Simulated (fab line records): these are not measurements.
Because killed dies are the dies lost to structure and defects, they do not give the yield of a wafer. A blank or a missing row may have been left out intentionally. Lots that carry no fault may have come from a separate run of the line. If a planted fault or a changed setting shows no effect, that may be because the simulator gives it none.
One fault seen from 2 desks ; flow sky130 ; numbers are kept per desk, each desk with only its own; the story behind them comes last

## FOR THE TOOL OWNER'S DESK: pvdSputter-04
The tool's own readings at SKY_METAL3_SPUTTER_02 (material AlCu, target thk 735 nm, time 39.1 s): means of the sampled wafers that have a number, for each lot that ran on this tool. The brackets show how far a lot's mean lies from the usual mean; more than 4 standard deviations puts the lot out of limits, marked OUT.
Columns: A = throttleValvePct at SKY_METAL3_SPUTTER_02, usual 30.3 %
lot;first seen here;A
L204;day 36 03:41;29.8
L207;day 37 20:37;29.7
L210;day 41 03:19;29.8
L216;day 41 07:54;29.6
L217;day 41 10:09;29.6
This desk's finding: nothing out of limits on any of the 5 lots.

## FROM THE METROLOGY DESK
Lot by lot, what the gauges showed, no matter which tool ran the lot: averages of those sampled wafers that carry a number. The brackets show how far a lot's mean lies from the usual mean; more than 4 standard deviations puts the lot out of limits, marked OUT.
Columns: A = METAL5_ALCU_THK at SKY_METAL5_THK_MEAS_06, usual 1114 nm
lot;first seen here;A
L205;day 42 11:58;1135
L204;day 42 14:25;1122
L206;day 44 01:00;1107
L207;day 44 05:16;1090
L208;day 46 21:16;1118
L210;day 46 22:26;1101
L216;day 47 02:31;1123
L217;day 47 05:34;1123
L221;day 47 06:59;1120
L219;day 47 08:27;1131
L225;day 47 17:35;1112
L226;day 48 00:33;1109
This desk's finding: nothing out of limits on any of the 12 lots.

## BROUGHT TOGETHER
The tool owner's desk saw nothing out of limits.
The metrology desk saw nothing out of limits.

## WHAT THE SIMULATOR HAD INSERTED
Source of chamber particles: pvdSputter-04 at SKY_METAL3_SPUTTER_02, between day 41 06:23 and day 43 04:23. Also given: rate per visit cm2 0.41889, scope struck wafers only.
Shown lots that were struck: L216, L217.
